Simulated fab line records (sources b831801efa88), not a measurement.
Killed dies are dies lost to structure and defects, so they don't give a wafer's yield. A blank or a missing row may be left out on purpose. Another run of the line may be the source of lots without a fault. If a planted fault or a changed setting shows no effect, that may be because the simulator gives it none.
Which tool did it?	flow gf180mcu	Sampling: 13 lots, 39 wafers, 5 of 602 route steps

## WHAT EACH GAUGE READ, for each wafer
GF_HV_LDD_OVL_MEAS_20.
lot	measured	on	HV_LDD_01_OVL (nm)
L305	day 11 00:57	overlay-02	-0.6 -1.0 -2.2
L306	day 11 05:28	overlay-01	0.8 -1.9 -1.9
L307	day 11 12:47	overlay-01	0.7 0.0 0.8
L309	day 12 11:16	overlay-02	0.9 0.2 0.7
L310	day 12 19:58	overlay-02	0.7 -0.8 0.8
L311	day 13 06:32	overlay-01	1.1 0.0 0.5
L312	day 13 12:13	overlay-01	-0.2 0.0 -1.3
L315	day 14 10:32	overlay-02	-1.1 -1.6 -0.5
L316	day 14 15:31	overlay-02	0.9 -0.5 1.6
L323	day 16 23:07	overlay-02	0.4 -0.1 -0.4
L324	day 17 07:42	overlay-01	-0.2 1.3 0.5
L327	day 18 06:06	overlay-01	-1.6 -0.7 -2.2
L328	day 18 17:47	overlay-02	-1.0 -1.8 -1.9

GF_NSD_OVL_MEAS_08.
lot	measured	on	NSD_OVL (nm)
L305	day 13 17:08	overlay-02	1.3 1.4 2.1
L306	day 13 22:55	overlay-02	0.6 -0.2 1.8
L307	day 14 03:59	overlay-02	1.0 3.2 3.3
L309	day 15 05:28	overlay-02	0.5 -0.6 -0.7
L310	day 15 16:16	overlay-02	1.8 1.0 0.9
L311	day 16 02:11	overlay-02	-0.2 -1.0 0.0
L312	day 16 12:59	overlay-02	261.3 263.4 262.8
L315	day 17 12:08	overlay-02	261.9 262.1 265.6
L316	day 17 14:47	overlay-01	265.1 264.8 264.9
L323	day 20 03:28	overlay-02	3.1 2.1 2.6
L324	day 20 10:55	overlay-01	1.4 0.3 1.6
L327	day 21 10:58	overlay-01	1.5 1.3 3.2
L328	day 21 23:38	overlay-01	3.4 2.8 3.6

GF_PSD_TW_MEAS_11.
lot	measured	on	PSD_TW
L305	day 14 15:07	film-metro-02	3179 3163 3185
L306	day 14 20:47	film-metro-01	3197 3187 3211
L307	day 15 01:49	film-metro-04	3108 3118 3122
L309	day 16 04:34	film-metro-01	3201 3202 3208
L310	day 16 15:34	film-metro-04	3166 3151 3156
L311	day 17 01:20	film-metro-02	3190 3177 3201
L312	day 17 12:55	film-metro-04	3161 3173 3149
L315	day 18 12:35	film-metro-02	3195 3190 3205
L316	day 18 15:32	film-metro-02	3205 3196 3194
L323	day 21 04:26	film-metro-01	3200 3211 3210
L324	day 21 11:50	film-metro-01	3210 3198 3224
L327	day 22 11:42	film-metro-04	3175 3150 3154
L328	day 22 23:43	film-metro-04	3149 3153 3150

## WHAT TOOL EACH LOT RAN ON (gives the tool, then ch and the chambers of the sampled wafers, and finally the start)
lot	GF_NSD_EXPOSE_04	GF_NSD_STRIP_11
L305	iline-stepper-01 ch 0, day 13 06:41	plasma-asher-01 ch 0,1, day 13 17:28
L306	iline-stepper-01 ch 0, day 13 12:11	plasma-asher-01 ch 0,1, day 13 23:15
L307	iline-stepper-02 ch 0, day 13 17:47	plasma-asher-01 ch 0,1, day 14 04:19
L309	iline-stepper-02 ch 0, day 14 18:25	plasma-asher-01 ch 0,1, day 15 05:48
L310	iline-stepper-01 ch 0, day 15 05:20	plasma-asher-01 ch 0,1, day 15 16:36
L311	iline-stepper-01 ch 0, day 15 15:42	plasma-asher-01 ch 0,1, day 16 02:33
L312	iline-stepper-01 ch 0, day 16 01:38	plasma-asher-02 ch 0,1, day 16 13:19
L315	iline-stepper-01 ch 0, day 17 00:04	plasma-asher-04 ch 0,1, day 17 12:28
L316	iline-stepper-01 ch 0, day 17 02:43	plasma-asher-02 ch 0,1, day 17 15:07
L323	iline-stepper-02 ch 0, day 19 15:30	plasma-asher-02 ch 1, day 20 03:48
L324	iline-stepper-02 ch 0, day 19 23:26	plasma-asher-04 ch 0,1, day 20 11:15
L327	iline-stepper-02 ch 0, day 20 22:52	plasma-asher-02 ch 0,1, day 21 11:18
L328	iline-stepper-02 ch 0, day 21 11:28	plasma-asher-02 ch 0,1, day 21 23:58
- GF_NSD_EXPOSE_04: exposes mask Nplus, target cd 400 nm.
- GF_NSD_STRIP_11: strips in O2/N2.

## AS READ BY THE TOOLS THEMSELVES (means over the sampled wafers that have a number; for cases with no such wafer, the mark the record gives instead)
GF_NSD_STRIP_11.
lot	tool	drypump-motor-current-A (A)	heater-power-w (W)	n2-flow-sccm (sccm)	oes-product-au (a.u.)	strip-time-to-endpoint-s (s)
L305	plasma-asher-01	5.4	325	299.8	0.484	22.95
L306	plasma-asher-01	5.5	335	299.6	0.488	23.00
L307	plasma-asher-01	5.4	324	299.7	0.487	23.01
L309	plasma-asher-01	5.4	322	298.9	0.486	22.95
L310	plasma-asher-01	5.5	332	300.1	0.484	22.94
L311	plasma-asher-01	5.4	326	301.3	0.482	22.96
L312	plasma-asher-02	6.0	339	299.6	0.484	22.92
L315	plasma-asher-04	5.2	361	300.3	0.487	22.92
L316	plasma-asher-02	6.1	344	300.4	0.485	22.86
L323	plasma-asher-02	6.2	297	299.6	0.487	22.99
L324	plasma-asher-04	5.2	353	301.3	0.483	22.89
L327	plasma-asher-02	6.0	342	300.2	0.489	22.93
L328	plasma-asher-02	5.9	383	299.7	0.484	22.96

## THE ANSWER, worked out from the rows above alone
Rule: usual is defined by the lots themselves. The widest of any qualifying gaps counts: lots, ordered by their means at a reading, are off when they make up no more than a third of the lots, leave a main group of 4 or more, and stand apart from it by 3 or more times the standard deviation of that group's means. The tables above print the reading to a certain number of digits; a main group whose means all agree to those digits is not used. A lot without any number at a reading at which 4 lots or more have one is off too. All remaining lots with rows at the step are treated as sound. Order of review: gauges by route order, followed by the tools' own readings, for which a lot's mean as printed above is used. The first step at which some lot is off is used, and at that step the reading that is off furthest; a lot without a number counts as furthest.
Off: L312, L315, L316, seen at GF_NSD_OVL_MEAS_08 (NSD_OVL). The main group has a mean of 1.4 nm with a standard deviation of 1.1.
If a tool, at a process step before that reading, ran all the lots that are off and no sound lot after the first of them, it fits. The gauges at GF_NSD_OVL_MEAS_08 are tried like those tools. One fits: GF_NSD_EXPOSE_04 on iline-stepper-01. Its last sound lot is L311 (day 15 15:42), its first lot that is off L312 (day 16 01:38): a fault that began between those two fits.

## WHAT THE SIMULATOR HAD PUT IN
Scanner matching overlay: iline-stepper-01, from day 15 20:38 on, at GF_NSD_EXPOSE_04. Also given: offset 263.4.
Shown lots that were struck: L312, L315, L316. The same result came from the rule above.
